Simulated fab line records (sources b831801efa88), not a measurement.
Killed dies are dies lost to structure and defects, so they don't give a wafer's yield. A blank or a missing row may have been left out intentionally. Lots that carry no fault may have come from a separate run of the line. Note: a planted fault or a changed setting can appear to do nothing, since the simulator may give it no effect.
Which of the tools did it? || flow gf180mcu || Sampling: 12 lots, 36 wafers, 7 of 602 route steps

== WHAT EACH GAUGE READ, for each wafer ==
GF_VT_IMPLANT_OVL_MEAS_40.
{"lot": "L226", "measured": "day 7 10:35", "on": "overlay-01", "VT_IMPLANT_03_OVL (nm)": "0.8 -2.3 0.0"}
{"lot": "L228", "measured": "day 8 01:08", "on": "overlay-02", "VT_IMPLANT_03_OVL (nm)": "-2.0 -2.6 -1.7"}
{"lot": "L229", "measured": "day 8 02:20", "on": "overlay-01", "VT_IMPLANT_03_OVL (nm)": "0.3 1.7 1.3"}
{"lot": "L231", "measured": "day 8 18:29", "on": "overlay-01", "VT_IMPLANT_03_OVL (nm)": "0.5 -0.9 -0.3"}
{"lot": "L234", "measured": "day 9 15:47", "on": "overlay-02", "VT_IMPLANT_03_OVL (nm)": "-1.4 -0.8 -1.2"}
{"lot": "L236", "measured": "day 10 01:12", "on": "overlay-01", "VT_IMPLANT_03_OVL (nm)": "1.1 -2.0 -1.1"}
{"lot": "L235", "measured": "day 10 01:45", "on": "overlay-02", "VT_IMPLANT_03_OVL (nm)": "0.6 0.8 -1.5"}
{"lot": "L237", "measured": "day 10 08:12", "on": "overlay-01", "VT_IMPLANT_03_OVL (nm)": "-1.3 1.8 -0.4"}
{"lot": "L245", "measured": "day 12 19:38", "on": "overlay-01", "VT_IMPLANT_03_OVL (nm)": "0.3 -0.5 2.3"}
{"lot": "L248", "measured": "day 13 21:48", "on": "overlay-01", "VT_IMPLANT_03_OVL (nm)": "-0.3 -0.4 0.5"}
{"lot": "L247", "measured": "day 13 23:24", "on": "overlay-01", "VT_IMPLANT_03_OVL (nm)": "1.2 1.3 1.4"}
{"lot": "L249", "measured": "day 14 07:12", "on": "overlay-01", "VT_IMPLANT_03_OVL (nm)": "-3.1 -1.1 -1.9"}

GF_POLY_GATE_OVL_MEAS_11.
{"lot": "L226", "measured": "day 9 03:33", "on": "overlay-02", "POLY_GATE_OVL (nm)": "12 10 13"}
{"lot": "L228", "measured": "day 9 21:30", "on": "overlay-02", "POLY_GATE_OVL (nm)": "-3 -4 -5"}
{"lot": "L229", "measured": "day 9 21:25", "on": "overlay-01", "POLY_GATE_OVL (nm)": "5 -1 3"}
{"lot": "L231", "measured": "day 10 12:45", "on": "overlay-01", "POLY_GATE_OVL (nm)": "-3 -2 -6"}
{"lot": "L234", "measured": "day 11 09:35", "on": "overlay-02", "POLY_GATE_OVL (nm)": "2 0 6"}
{"lot": "L236", "measured": "day 11 22:25", "on": "overlay-02", "POLY_GATE_OVL (nm)": "11 4 11"}
{"lot": "L235", "measured": "day 11 22:04", "on": "overlay-01", "POLY_GATE_OVL (nm)": "-5 6 -1"}
{"lot": "L237", "measured": "day 12 03:56", "on": "overlay-01", "POLY_GATE_OVL (nm)": "1 4 4"}
{"lot": "L245", "measured": "day 14 18:39", "on": "overlay-01", "POLY_GATE_OVL (nm)": "12 8 8"}
{"lot": "L248", "measured": "day 15 22:27", "on": "overlay-02", "POLY_GATE_OVL (nm)": "10 8 10"}
{"lot": "L247", "measured": "day 16 02:23", "on": "overlay-02", "POLY_GATE_OVL (nm)": "2 -1 4"}
{"lot": "L249", "measured": "day 16 07:55", "on": "overlay-01", "POLY_GATE_OVL (nm)": "9 3 3"}

GF_HV_LDD_CD_MEAS_07: the cd target is 400 nm.
{"lot": "L226", "measured": "day 9 22:38", "on": "cdSem-01", "cdNm (nm)": "397.9 399.0 400.0"}
{"lot": "L228", "measured": "day 10 18:06", "on": "cdSem-02", "cdNm (nm)": "399.5 402.2 400.5"}
{"lot": "L229", "measured": "day 10 17:29", "on": "cdSem-02", "cdNm (nm)": "403.7 400.8 402.4"}
{"lot": "L231", "measured": "day 11 08:42", "on": "cdSem-01", "cdNm (nm)": "398.8 395.9 398.6"}
{"lot": "L234", "measured": "day 12 05:26", "on": "cdSem-01", "cdNm (nm)": "402.1 402.1 399.5"}
{"lot": "L236", "measured": "day 12 19:50", "on": "cdSem-02", "cdNm (nm)": "397.7 399.7 398.2"}
{"lot": "L235", "measured": "day 12 19:28", "on": "cdSem-01", "cdNm (nm)": "401.5 401.4 401.5"}
{"lot": "L237", "measured": "day 13 00:25", "on": "cdSem-01", "cdNm (nm)": "- - -"}
{"lot": "L245", "measured": "day 15 18:20", "on": "cdSem-02", "cdNm (nm)": "401.3 401.4 401.4"}
{"lot": "L248", "measured": "day 16 23:21", "on": "cdSem-02", "cdNm (nm)": "398.2 400.2 399.8"}
{"lot": "L247", "measured": "day 17 02:52", "on": "cdSem-02", "cdNm (nm)": "396.5 397.9 398.2"}
{"lot": "L249", "measured": "day 17 07:57", "on": "cdSem-02", "cdNm (nm)": "399.9 400.9 402.8"}

GF_HV_LDD_TW_MEAS_11.
{"lot": "L226", "measured": "day 9 23:02", "on": "filmMetro-04", "HV_LDD_TW": "2403 2385 2399"}
{"lot": "L228", "measured": "day 10 18:29", "on": "filmMetro-03", "HV_LDD_TW": "2435 2440 2451"}
{"lot": "L229", "measured": "day 10 17:53", "on": "filmMetro-04", "HV_LDD_TW": "2378 2385 2379"}
{"lot": "L231", "measured": "day 11 09:05", "on": "filmMetro-03", "HV_LDD_TW": "2420 2432 2440"}
{"lot": "L234", "measured": "day 12 05:49", "on": "filmMetro-03", "HV_LDD_TW": "2444 2442 2455"}
{"lot": "L236", "measured": "day 12 20:17", "on": "filmMetro-03", "HV_LDD_TW": "2453 2455 2455"}
{"lot": "L235", "measured": "day 12 19:53", "on": "filmMetro-03", "HV_LDD_TW": "2446 2453 2469"}
{"lot": "L237", "measured": "day 13 00:50", "on": "filmMetro-01", "HV_LDD_TW": "30 30 30"}
{"lot": "L245", "measured": "day 15 18:44", "on": "filmMetro-04", "HV_LDD_TW": "2403 2392 2385"}
{"lot": "L248", "measured": "day 16 23:46", "on": "filmMetro-01", "HV_LDD_TW": "2407 2383 2403"}
{"lot": "L247", "measured": "day 17 03:17", "on": "filmMetro-01", "HV_LDD_TW": "2396 2391 2386"}
{"lot": "L249", "measured": "day 17 08:21", "on": "filmMetro-03", "HV_LDD_TW": "2432 2445 2430"}

GF_HV_LDD_OVL_MEAS_20.
{"lot": "L226", "measured": "day 10 15:48", "on": "overlay-02", "HV_LDD_01_OVL (nm)": "1.9 0.1 0.0"}
{"lot": "L228", "measured": "day 11 12:47", "on": "overlay-01", "HV_LDD_01_OVL (nm)": "0.9 0.3 1.0"}
{"lot": "L229", "measured": "day 11 11:33", "on": "overlay-01", "HV_LDD_01_OVL (nm)": "1.3 0.1 -0.6"}
{"lot": "L231", "measured": "day 12 03:45", "on": "overlay-02", "HV_LDD_01_OVL (nm)": "2.0 2.0 2.7"}
{"lot": "L234", "measured": "day 13 01:13", "on": "overlay-02", "HV_LDD_01_OVL (nm)": "0.6 -1.1 1.0"}
{"lot": "L236", "measured": "day 13 15:50", "on": "overlay-02", "HV_LDD_01_OVL (nm)": "0.3 1.3 2.4"}
{"lot": "L235", "measured": "day 13 15:29", "on": "overlay-02", "HV_LDD_01_OVL (nm)": "0.9 1.0 0.2"}
{"lot": "L237", "measured": "day 13 20:58", "on": "overlay-01", "HV_LDD_01_OVL (nm)": "2.9 0.4 0.8"}
{"lot": "L245", "measured": "day 16 16:48", "on": "overlay-01", "HV_LDD_01_OVL (nm)": "0.7 0.8 1.4"}
{"lot": "L248", "measured": "day 17 22:58", "on": "overlay-02", "HV_LDD_01_OVL (nm)": "-0.3 0.7 -0.1"}
{"lot": "L247", "measured": "day 18 02:05", "on": "overlay-02", "HV_LDD_01_OVL (nm)": "-0.7 -0.9 -0.8"}
{"lot": "L249", "measured": "day 18 07:51", "on": "overlay-01", "HV_LDD_01_OVL (nm)": "2.7 1.4 3.6"}

GF_HV_LDD_TW_MEAS_23.
{"lot": "L226", "measured": "day 10 16:05", "on": "filmMetro-04", "HV_LDD_2_TW": "1050 1048 1046"}
{"lot": "L228", "measured": "day 11 13:04", "on": "filmMetro-04", "HV_LDD_2_TW": "1044 1049 1051"}
{"lot": "L229", "measured": "day 11 11:50", "on": "filmMetro-03", "HV_LDD_2_TW": "1066 1063 1065"}
{"lot": "L231", "measured": "day 12 04:02", "on": "filmMetro-04", "HV_LDD_2_TW": "1055 1057 1053"}
{"lot": "L234", "measured": "day 13 01:30", "on": "filmMetro-03", "HV_LDD_2_TW": "1074 1067 1073"}
{"lot": "L236", "measured": "day 13 16:08", "on": "filmMetro-04", "HV_LDD_2_TW": "1057 1053 1055"}
{"lot": "L235", "measured": "day 13 15:47", "on": "filmMetro-03", "HV_LDD_2_TW": "1065 1071 1062"}
{"lot": "L237", "measured": "day 13 21:16", "on": "filmMetro-03", "HV_LDD_2_TW": "2473 2471 2472"}
{"lot": "L245", "measured": "day 16 17:05", "on": "filmMetro-01", "HV_LDD_2_TW": "1052 1052 1048"}
{"lot": "L248", "measured": "day 17 23:15", "on": "filmMetro-01", "HV_LDD_2_TW": "1048 1040 1047"}
{"lot": "L247", "measured": "day 18 02:23", "on": "filmMetro-03", "HV_LDD_2_TW": "1064 1076 1073"}
{"lot": "L249", "measured": "day 18 08:08", "on": "filmMetro-01", "HV_LDD_2_TW": "1052 1049 1053"}

== TOOL THAT RAN EACH LOT (tool first, then ch and the chambers of the sampled wafers, then the start) ==
{"lot": "L226", "GF_HV_LDD_EXPOSE_04": "ilineStepper-01 ch 0, day 9 13:59"}
{"lot": "L228", "GF_HV_LDD_EXPOSE_04": "ilineStepper-02 ch 0, day 10 09:23"}
{"lot": "L229", "GF_HV_LDD_EXPOSE_04": "ilineStepper-01 ch 0, day 10 09:08"}
{"lot": "L231", "GF_HV_LDD_EXPOSE_04": "ilineStepper-01 ch 0, day 11 00:23"}
{"lot": "L234", "GF_HV_LDD_EXPOSE_04": "ilineStepper-02 ch 0, day 11 21:02"}
{"lot": "L236", "GF_HV_LDD_EXPOSE_04": "ilineStepper-01 ch 0, day 12 10:26"}
{"lot": "L235", "GF_HV_LDD_EXPOSE_04": "ilineStepper-02 ch 0, day 12 10:04"}
{"lot": "L237", "GF_HV_LDD_EXPOSE_04": "ilineStepper-02 ch 0, day 12 15:18"}
{"lot": "L245", "GF_HV_LDD_EXPOSE_04": "ilineStepper-02 ch 0, day 15 08:17"}
{"lot": "L248", "GF_HV_LDD_EXPOSE_04": "ilineStepper-02 ch 0, day 16 12:39"}
{"lot": "L247", "GF_HV_LDD_EXPOSE_04": "ilineStepper-02 ch 0, day 16 15:35"}
{"lot": "L249", "GF_HV_LDD_EXPOSE_04": "ilineStepper-02 ch 0, day 16 20:14"}
- GF_HV_LDD_EXPOSE_04: exposes mask Nplus LV AREA, target cd 400 nm.

== WHAT THE TOOLS THEMSELVES READ (means of the sampled wafers that have a number; where no wafer has one, the mark that the record gives instead) ==
GF_HV_LDD_EXPOSE_04.
{"lot": "L226", "tool": "ilineStepper-01", "exposureDoseMJCm2": 140.03, "focusOffsetNm (nm)": -0.0}
{"lot": "L228", "tool": "ilineStepper-02", "exposureDoseMJCm2": 139.88, "focusOffsetNm (nm)": -0.2}
{"lot": "L229", "tool": "ilineStepper-01", "exposureDoseMJCm2": 140.08, "focusOffsetNm (nm)": 0.2}
{"lot": "L231", "tool": "ilineStepper-01", "exposureDoseMJCm2": 139.97, "focusOffsetNm (nm)": -0.3}
{"lot": "L234", "tool": "ilineStepper-02", "exposureDoseMJCm2": 139.84, "focusOffsetNm (nm)": 0.4}
{"lot": "L236", "tool": "ilineStepper-01", "exposureDoseMJCm2": 139.90, "focusOffsetNm (nm)": -0.4}
{"lot": "L235", "tool": "ilineStepper-02", "exposureDoseMJCm2": 139.84, "focusOffsetNm (nm)": -0.5}
{"lot": "L237", "tool": "ilineStepper-02", "exposureDoseMJCm2": 140.00, "focusOffsetNm (nm)": -0.3}
{"lot": "L245", "tool": "ilineStepper-02", "exposureDoseMJCm2": 140.06, "focusOffsetNm (nm)": -0.5}
{"lot": "L248", "tool": "ilineStepper-02", "exposureDoseMJCm2": 139.89, "focusOffsetNm (nm)": -0.0}
{"lot": "L247", "tool": "ilineStepper-02", "exposureDoseMJCm2": 139.96, "focusOffsetNm (nm)": -0.2}
{"lot": "L249", "tool": "ilineStepper-02", "exposureDoseMJCm2": 139.92, "focusOffsetNm (nm)": -0.7}

== THE ANSWER, worked out from the rows above alone ==
Rule: what is usual is taken from the lots themselves. The widest of any qualifying gaps counts: lots, ordered by their means at a reading, are off when they make up no more than a third of the lots, leave a main group of 4 or more, and stand apart from it by 3 or more times the standard deviation of that group's means. If all means in a main group match to the digits the tables above print for the reading, that group is not used. Also off: a lot with no number at a reading for which 4 or more lots have one. The other lots that the step has rows for count as sound. Order of review: gauges by route order, followed by the tools' own readings, for which a lot's mean as printed above is used. At the first step where some lot is off, the reading lying furthest off is the one used; lots without a number count as furthest.
Off: L237, at GF_HV_LDD_CD_MEAS_07 (cdNm). Without a number there: L237. The main group has a mean of 400.0 nm with a standard deviation of 1.6.
If a tool, at a process step before that reading, ran all the lots that are off and no sound lot after the first of them, it fits. The gauges at GF_HV_LDD_CD_MEAS_07 aren't tried: what is off there is off at GF_HV_LDD_TW_MEAS_11 too, on other tools, and a gauge's error can't cause that. None of those tried fits.

== WHAT THE SIMULATOR HAD PUT IN ==
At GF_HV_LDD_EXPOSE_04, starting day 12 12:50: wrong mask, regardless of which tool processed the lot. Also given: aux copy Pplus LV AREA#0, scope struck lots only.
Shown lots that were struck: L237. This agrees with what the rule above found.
